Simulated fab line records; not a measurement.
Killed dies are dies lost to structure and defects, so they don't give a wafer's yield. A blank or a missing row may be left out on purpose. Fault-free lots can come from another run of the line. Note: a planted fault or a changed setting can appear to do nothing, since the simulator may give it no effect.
Comparing a struck lot with a sound one -- flow sky130 -- 35 steps out of a route of 708
Sound: the wafers L755.1, L755.4, L755.5. Struck: wafers L768.5, L768.6 (left out: L768.4, a lot-mate that was not struck); the cause follows at the end.
Per side, at each step with rows, come the tool, then ch with its chambers, and then its first start. Under that, the readings that differ: sound wafers -- struck wafers -- difference of the means -- sigmas: that difference in standard deviations of wafers without a fault.
alike: same words and numbers on both sides, and readings whose means sit less than 2 such deviations apart. not compared: any withheld reading, any reading some wafer has no value for, any bound like >300 that may hide the same value, and any number with overlapping values for which the record gives no deviation.
The two part at a step that has a row with sigmas, a row that says differs or no value, or rows on one side only. Numbers that don't overlap but have no deviation are shown without sigmas and don't part them. A reading missing from all wafers of one side parts the sides only when that side holds two or more wafers.

first, 6 steps without rows for these wafers: SKY_METAL5_HMDS_08 (prime time 60 s); SKY_METAL5_COAT_09 (resist thk 1800 nm); SKY_METAL5_SOFTBAKE_10 (time 60 s); SKY_METAL5_EXPOSE_11 (exposes mask MM5, target cd 1600 nm); SKY_METAL5_PEB_12; SKY_METAL5_DEVELOP_13 (develop time 60 s).
SKY_METAL5_DESCUM_14: chemistry O2, time 11 s.
  sound on rie-metal-01 ch 0, day 44 08:56; struck on rie-metal-01 ch 0,1, day 47 06:08
  alike: drypump-motor-current-A, oes-product-au, temp-c
  not compared: rf-hours-counter-h
SKY_METAL5_METAL_ETCH_15: etches the open film in Cl2/BCl3, stops on SiO2, target depth 1260 nm, time 252 s.
  sound on rie-metal-01 ch 0, day 44 08:58; struck on rie-metal-01 ch 0,1, day 47 06:14
  alike: bcl3-flow-sccm, drypump-motor-current-A, oes-product-au, throttle-valve-pct
  not compared: rf-hours-counter-h
then, 4 steps without rows for these wafers: SKY_METAL5_STRIP_16 (strips in O2/N2); SKY_METAL5_STRIP_17 (strips in post etch residue remover, time 1200 s); SKY_METAL5_CLEAN_18 (cleans in IPA, time 180 s); SKY_METAL5_CLEAN_19 (cleans in O3/DIW).
SKY_PASSIVATION_CVD_00: deposits SiO2, target thk 90 nm.
  sound on pecvd-03 ch 0,2, day 44 09:48; struck on pecvd-03 ch 0,1, day 47 06:59
reading,sound,struck,difference,sigmas
model.SiO2_of_PASSIVATION_CVD_00.thk-nm (nm),90.98 93.65 92.47,136.9 137.3,+44.7,
  alike: heater-power-w
SKY_PASSIVATION_THK_MEAS_01:
  sound: film-metro-02 at day 44 09:49; struck: film-metro-02 at day 47 07:02
reading,sound,struck,difference,sigmas
PASSIVATION_CVD_00_THK (nm),91.0 93.7 92.5,136.8 137.4,+44.7,+34
SKY_PASSIVATION_CVD_02: deposits Si3N4, target thk 540 nm.
  sound on pecvd-02 ch 0,2, day 44 09:53; struck on pecvd-02 ch 1,2, day 47 07:11
  alike: heater-power-w
SKY_PASSIVATION_THK_MEAS_03:
  sound: film-metro-04 at day 44 10:07; struck: film-metro-03 at day 47 07:19
  alike: PASSIVATION_CVD_02_THK
then, 7 steps without rows for these wafers: SKY_PASSIVATION_DEHYDRATE_04 (time 60 s); SKY_PASSIVATION_HMDS_05 (prime time 60 s); SKY_PASSIVATION_COAT_06 (resist thk 3000 nm); SKY_PASSIVATION_SOFTBAKE_07; SKY_PASSIVATION_EXPOSE_08 (exposes mask NSM, target cd 3000 nm); SKY_PASSIVATION_PEB_09; SKY_PASSIVATION_DEVELOP_10 (develop time 60 s).
SKY_PASSIVATION_ETCH_11: etches the open film in CF4/O2, stops on AlCu, target depth 725 nm, time 161.1 s.
  sound on rie-diel-02 ch 0,1,3, day 45 07:40; struck on rie-diel-01 ch 2,3, day 48 02:16
reading,sound,struck,difference,sigmas
oes-product-au (a.u.),0.960 0.977 0.981,1.014 0.990,+0.029,+4
model.PASSIVATION.feature-depth-nm (nm),686.3 697.6 710.8,742.5 721.4,+33.7,
model.etch.depth-nm (nm),686.3 697.6 710.8,742.5 721.4,+33.7,
  alike: O2_flow_sccm, drypump-motor-current-A, throttle-valve-pct
  not compared: rf-hours-counter-h
SKY_PASSIVATION_STRIP_12: strips in O2/N2.
  sound on plasma-asher-01 ch 0,1, day 45 07:46; struck on plasma-asher-04 ch 0,1, day 48 02:25
  alike: drypump-motor-current-A, oes-product-au, strip-time-to-endpoint-s
  not compared: rf-hours-counter-h
then, 7 steps without rows for these wafers: SKY_PAD_OPEN_DEHYDRATE_00 (time 60 s); SKY_PAD_OPEN_HMDS_01 (prime time 60 s); SKY_PAD_OPEN_COAT_02 (resist thk 3000 nm); SKY_PAD_OPEN_SOFTBAKE_03; SKY_PAD_OPEN_EXPOSE_04 (exposes mask PDM, target cd 60000 nm); SKY_PAD_OPEN_PEB_05; SKY_PAD_OPEN_DEVELOP_06 (develop time 60 s).
SKY_PAD_OPEN_ETCH_07: etches the open film in CF4/O2, stops on AlCu, target depth 725 nm, time 161.1 s.
  sound on rie-diel-03 ch 0,2,3, day 46 05:01; struck on rie-diel-01 ch 0,3, day 48 20:55
reading,sound,struck,difference,sigmas
oes-product-au (a.u.),0.961 0.958 0.968,0.992 1.013,+0.040,+5
throttle-valve-pct (%),5.949 5.951 5.953,5.979 5.973,+0.025,+3
model.PAD_OPEN.feature-depth-nm (nm),686.3 697.6 696.6,719.2 747.6,+39.9,
model.etch.depth-nm (nm),686.3 697.6 696.6,719.2 747.6,+39.9,
  alike: O2_flow_sccm, drypump-motor-current-A
  not compared: rf-hours-counter-h
SKY_PAD_OPEN_STRIP_08: strips in O2/N2.
  sound on plasma-asher-02 ch 0,1, day 46 05:08; struck on plasma-asher-03 ch 0,1, day 48 21:03
  alike: drypump-motor-current-A, oes-product-au, strip-time-to-endpoint-s
  not compared: rf-hours-counter-h
SKY_PAD_OPEN_PROBE_99:
  the record has rows for the struck wafers here (prober-02, day 48 23:26) and none for the sound ones

## WHERE THEY PART
Earliest at SKY_PASSIVATION_THK_MEAS_01; latest, in this record, at SKY_PAD_OPEN_PROBE_99.

WHY: what had been put in by the simulator
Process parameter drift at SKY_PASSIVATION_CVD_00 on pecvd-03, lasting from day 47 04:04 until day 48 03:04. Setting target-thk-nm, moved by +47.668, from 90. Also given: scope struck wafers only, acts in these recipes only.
